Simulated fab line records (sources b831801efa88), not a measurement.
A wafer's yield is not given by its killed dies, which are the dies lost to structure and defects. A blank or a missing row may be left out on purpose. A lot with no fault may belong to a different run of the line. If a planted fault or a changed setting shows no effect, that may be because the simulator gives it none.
fab line records    flow gf180mcu
record: lots: 13  wafers: 38  last_day: 34
route steps=602 shown M5@534 V5@542
lots untouched by any fault: they come from a run of this same line in which no faults occurred
start_h: the number of hours between the record's first day and the start of the first shown wafer of the lot    wait_h: hours since the lot's step before    " same as the row above    L1.1+2: a row that stands for several wafers    - no value present, or no start provided    * or withheld: withheld    < > ~ a bound
route shown NAME@n: NAME is a module with steps in the file, n the number in the route of the first one    usual: mean/standard deviation taken from wafers without a fault    same: alike in all rows    chamber/n: place in a boat    sites: each site's reading    _std_site: their standard deviation    _edge_site: outer sites' mean less inner sites'    radius_mm: how far each site lies from the wafer's centre    mask NAME#n: copy n    behind: tool/chamber where the wafer was last shaped    hold: cause of the lot's hold/its duration in hours/its outcome    device: the transistor (n, p or np) that didn't switch    end of line: the tests these same wafers got at the end of their route    for a step that has no rows: nothing shown but its recipe    killed: count of dies lost to structure and defects at first sort (not the wafer's yield)    map: the dies of a wafer, with x for killed, . for not killed, _ for no die there
set.NAME: setting as actually run; set.NAME@STEP: the setting as run at that earlier step    model.NAME: the simulator's own value behind a step, which no gauge read
a sample of lots followed through the steps of the route, with each step as a table and each wafer as a row
services: when a tool's chamber went out of use (start_h, in hours from the record's first day, below 0 if earlier), for how many hours, and the reason
== steps ==
step: GF_M5_OVL_MEAS_08
usual: M5_OVL: -3/5.8
lot.wafer  tool        chamber  start_h  wait_h  M5_OVL[nm]
L795.1     overlay-02  -        599.39   0.1     7
L795.2     "           -        "        "       7
L795.6     "           -        "        "       2
L796.2     overlay-02  -        623.76   0.1     3
L796.3     "           -        "        "       -3
L796.4     "           -        "        "       0
L797.1     overlay-02  -        637.95   0.1     -9
L797.2     "           -        "        "       -10
L797.3     "           -        "        "       -15
L803.3     overlay-02  -        676.86   0.1     13
L803.5     "           -        "        "       9
L810.1     overlay-02  -        729.35   0.1     -3
L810.2     "           -        "        "       -1
L810.6     "           -        "        "       -9
L811.1     overlay-01  -        729.44   0.1     9
L811.3     "           -        "        "       5
L811.6     "           -        "        "       10
L812.1     overlay-01  -        731.30   0.1     2
L812.3     "           -        "        "       -2
L812.6     "           -        "        "       -2
L813.4     overlay-01  -        741.11   0.1     -3
L813.5     "           -        "        "       -5
L813.6     "           -        "        "       -3
L814.1     overlay-02  -        741.29   0.1     -1
L814.2     "           -        "        "       4
L814.6     "           -        "        "       -1
L815.1     overlay-01  -        742.60   0.1     -6
L815.3     "           -        "        "       -11
L815.4     "           -        "        "       -6
L816.2     overlay-02  -        745.74   0.1     -7
L816.4     "           -        "        "       -3
L816.6     "           -        "        "       -8
L817.2     overlay-01  -        746.26   0.1     -9
L817.5     "           -        "        "       -6
L817.6     "           -        "        "       -13
L818.1     overlay-02  -        767.19   0.1     -13
L818.4     "           -        "        "       -11
L818.6     "           -        "        "       -8
step: GF_V5_CVD_02
recipe: material: SiO2  target_thk_nm: 1450  precursor: TEOS  temp_c: 400  time_s: 163.28  rf_w: 600
usual: heater_power_outer_w: 355/55  heater_power_w: 634/92
lot.wafer  tool      chamber  start_h  wait_h  heater_power_outer_w  heater_power_w
L795.1     pecvd-02  0        600.22   0.1     285                   511
L795.2     "         1        "        "       323                   562
L795.6     "         1        "        "       263                   464
L796.2     pecvd-01  2        624.61   0.0     311                   530
L796.3     "         1        "        "       378                   710
L796.4     "         0        "        "       353                   629
L797.1     pecvd-01  1        638.78   0.1     349                   655
L797.2     "         0        "        "       400                   676
L797.3     "         2        "        "       356                   583
L803.3     pecvd-04  0        677.73   0.1     331                   684
L803.5     "         2        "        "       321                   579
L810.1     pecvd-02  2        730.18   0.1     391                   713
L810.2     "         1        "        "       316                   543
L810.6     "         0        "        "       386                   650
L811.1     pecvd-04  0        730.27   0.1     434                   793
L811.3     "         2        "        "       399                   688
L811.6     "         1        "        "       360                   595
L812.1     pecvd-02  0        732.13   0.1     334                   586
L812.3     "         2        "        "       324                   615
L812.6     "         2        "        "       392                   675
L813.4     pecvd-02  2        741.97   0.1     288                   594
L813.5     "         0        "        "       376                   643
L813.6     "         1        "        "       261                   468
L814.1     pecvd-01  2        742.12   0.1     269                   478
L814.2     "         1        "        "       343                   659
L814.6     "         0        "        "       344                   621
L815.1     pecvd-02  1        743.43   0.1     337                   568
L815.3     "         2        "        "       366                   702
L815.4     "         1        "        "       262                   471
L816.2     pecvd-02  2        746.59   0.0     293                   576
L816.4     "         2        "        "       363                   691
L816.6     "         1        "        "       351                   590
L817.2     pecvd-01  2        747.08   0.0     352                   604
L817.5     "         1        "        "       267                   569
L817.6     "         0        "        "       349                   623
L818.1     pecvd-04  0        768.06   0.1     336                   697
L818.4     "         2        "        "       423                   693
L818.6     "         0        "        "       419                   779
step: GF_V5_COAT_09
recipe: resist: KrF  spin_rpm: withheld  resist_thk_nm: 1000
usual: resist_line_temp_C: 23.02/0.1
lot.wafer  tool            chamber  start_h  wait_h  resist_line_temp_C
L795.1     litho_track-04  0        610      -       23.09
L795.2     "               0        "        "       23.15
L795.6     "               0        "        "       23.00
L796.2     litho_track-02  0        634      -       23.00
L796.3     "               0        "        "       23.05
L796.4     "               0        "        "       23.14
L797.1     litho_track-04  0        648      -       23.02
L797.2     "               0        "        "       23.18
L797.3     "               0        "        "       22.98
L803.3     litho_track-02  0        687      -       23.03
L803.5     "               0        "        "       23.06
L810.1     litho_track-04  0        752      -       22.89
L810.2     "               0        "        "       22.87
L810.6     "               0        753      -       23.00
L811.1     litho_track-01  0        753      -       23.01
L811.3     "               0        "        "       23.03
L811.6     "               0        "        "       22.99
L812.1     litho_track-01  0        755      -       23.16
L812.3     "               0        "        "       23.05
L812.6     "               0        756      -       23.10
L813.4     litho_track-04  0        765      -       23.22
L813.5     "               0        "        "       23.00
L813.6     "               0        "        "       23.14
L814.1     litho_track-04  0        766      -       22.88
L814.2     "               0        "        "       22.91
L814.6     "               0        "        "       23.09
L815.1     litho_track-01  0        767      -       23.01
L815.3     "               0        "        "       23.02
L815.4     "               0        "        "       22.96
L816.2     litho_track-02  0        768      -       23.02
L816.4     "               0        "        "       23.05
L816.6     "               0        "        "       23.15
L817.2     litho_track-01  0        768      -       22.86
L817.5     "               0        "        "       22.94
L817.6     "               0        "        "       22.96
L818.1     litho_track-01  0        780      -       23.00
L818.4     "               0        "        "       23.10
L818.6     "               0        "        "       22.97
step: GF_V5_OVL_MEAS_15
usual: V5_OVL: -2/5.8
lot.wafer  tool        chamber  start_h  wait_h  V5_OVL[nm]
L795.1     overlay-01  -        621.25   0.1     -6
L795.2     "           -        "        "       -6
L795.6     "           -        "        "       -5
L796.2     overlay-01  -        645.15   0.1     -3
L796.3     "           -        "        "       5
L796.4     "           -        "        "       5
L797.1     overlay-02  -        658.90   0.1     4
L797.2     "           -        "        "       4
L797.3     "           -        "        "       3
L803.3     overlay-02  -        697.80   0.1     -2
L803.5     "           -        "        "       -9
L810.1     overlay-02  -        756.10   0.1     -10
L810.2     "           -        "        "       -6
L810.6     "           -        "        "       -4
L811.1     overlay-01  -        756.39   0.1     12
L811.3     "           -        "        "       4
L811.6     "           -        "        "       8
L812.1     overlay-01  -        759.80   0.1     0
L812.3     "           -        "        "       -3
L812.6     "           -        "        "       -3
L813.4     overlay-01  -        770.81   0.1     -3
L813.5     "           -        "        "       -5
L813.6     "           -        "        "       -2
L814.1     overlay-02  -        771.45   0.1     -4
L814.2     "           -        "        "       2
L814.6     "           -        "        "       -7
L815.1     overlay-02  -        772.64   0.1     6
L815.3     "           -        "        "       3
L815.4     "           -        "        "       -2
L816.2     overlay-01  -        773.34   0.1     -6
L816.4     "           -        "        "       -3
L816.6     "           -        "        "       -2
L817.2     overlay-02  -        774.04   0.1     -7
L817.5     "           -        "        "       -8
L817.6     "           -        "        "       -8
L818.1     overlay-01  -        789.65   0.1     -11
L818.4     "           -        "        "       -13
L818.6     "           -        "        "       -11
step: GF_V5_STRIP_18
recipe: chemistry: O2/N2  power_w: 1400  pressure_mtorr: 1500  platen_temp_c: 250  o2_flow_sccm: 3000  n2_flow_sccm: 300  overash_fraction: 0.5
usual: drypump_motor_current_A: 6.3/0.37  heater_power_w: 334/23  oes_product_au: 0.568/0.0053
lot.wafer  tool             chamber  start_h  wait_h  drypump_motor_current_A  heater_power_w  oes_product_au  rf_hours_counter_h
L795.1     plasma_asher-03  1        621.44   -       6.5                      333             0.564           87
L795.2     "                0        "        "       6.7                      304             0.573           87
L795.6     "                0        "        "       6.7                      313             0.555           -
L796.2     plasma_asher-02  1        645.33   -       5.8                      319             0.570           54
L796.3     "                1        "        "       5.8                      322             0.566           -
L796.4     "                0        "        "       5.6                      378             0.559           -
L797.1     plasma_asher-02  1        659.09   -       5.8                      321             0.566           55
L797.2     "                0        "        "       5.6                      370             0.565           55
L797.3     "                1        "        "       5.8                      310             0.573           -
L803.3     plasma_asher-01  1        698.01   -       6.2                      328             0.591           -
L803.5     "                0        "        "       6.3                      355             0.593           -
L810.1     plasma_asher-03  1        756.29   -       6.5                      345             0.566           104
L810.2     "                0        "        "       6.7                      313             0.565           104
L810.6     "                1        "        "       6.6                      331             0.562           -
L811.1     plasma_asher-01  1        756.58   -       6.2                      305             0.563           2
L811.3     "                0        "        "       6.2                      339             0.567           -
L811.6     "                1        "        "       6.3                      300             0.566           -
L812.1     plasma_asher-01  0        759.99   -       6.3                      358             0.577           2
L812.3     "                0        "        "       6.3                      359             0.564           -
L812.6     "                1        "        "       6.3                      312             0.555           -
L813.4     plasma_asher-01  0        771.01   -       6.3                      354             0.566           -
L813.5     "                0        "        "       6.3                      358             0.564           -
L813.6     "                1        "        "       6.2                      308             0.564           -
L814.1     plasma_asher-03  0        771.64   -       6.7                      305             0.566           106
L814.2     "                1        "        "       6.6                      342             0.563           106
L814.6     "                1        "        "       6.6                      344             0.562           -
L815.1     plasma_asher-03  1        772.83   -       6.6                      349             0.569           106
L815.3     "                0        "        "       6.7                      314             0.569           -
L815.4     "                1        "        "       6.5                      342             0.573           -
L816.2     plasma_asher-03  0        773.53   -       6.7                      303             0.565           106
L816.4     "                1        "        "       6.5                      338             0.571           -
L816.6     "                0        "        "       6.7                      317             0.570           -
L817.2     plasma_asher-03  1        774.23   -       6.5                      348             0.573           106
L817.5     "                1        "        "       6.6                      342             0.567           -
L817.6     "                0        "        "       6.7                      310             0.564           -
L818.1     plasma_asher-02  1        789.84   -       5.7                      319             0.569           63
L818.4     "                1        "        "       5.8                      313             0.563           -
L818.6     "                1        "        "       5.8                      318             0.567           -
== services ==
tool             chamber  start_h  hours  kind
pecvd-01         1        576.65   17.4   repair
pecvd-04         -        580.77   0.8    pm
pecvd-01         -        591.12   14.0   pm
pecvd-01         0        591.12   14.0   vent_cycle
pecvd-01         1        591.12   14.0   vent_cycle
pecvd-01         2        591.12   14.0   vent_cycle
pecvd-01         0        605.12   -      clean
pecvd-01         1        605.12   -      clean
pecvd-01         2        605.12   -      clean
plasma_asher-02  -        611.35   2.8    pm
pecvd-01         -        619.03   5.5    pm
plasma_asher-02  -        636.68   7.6    repair
pecvd-01         -        637.90   0.8    repair
pecvd-01         0        654.99   5.8    repair
pecvd-02         -        659.52   2.8    repair
plasma_asher-02  -        660.15   2.6    repair
plasma_asher-01  -        666.79   4.0    pm
pecvd-02         -        669.44   2.8    pm
pecvd-04         1        675.80   2.3    repair
pecvd-01         -        710.42   13.0   repair
plasma_asher-03  -        718.35   0.4    repair
plasma_asher-01  -        733.75   9.0    pm
pecvd-01         -        756.21   1.6    repair
pecvd-02         -        773.48   0.9    repair
== key ==
first_sign: step: GF_V5_STRIP_18  reading: oes_product_au  direction: up  sigmas: 4.6  usual: 0.568  struck: 0.592
effect none on later readings
met_at GF_V5_COAT_09
struck_lots L803
struck_wafers L803.3,L803.5
not_acting_at GF_M5_OVL_MEAS_08,GF_V5_CVD_02,GF_V5_OVL_MEAS_15
onset_between 634 687
fault: kind: process_parameter_drift  tool: litho_track-02  chamber: -  onset_h: 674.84  steps: GF_V5_COAT_09  channel: resist_thk_nm  offset: *  shape: step  end_h: 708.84  scope: struck_wafers_only  acts_in: *  stated: *
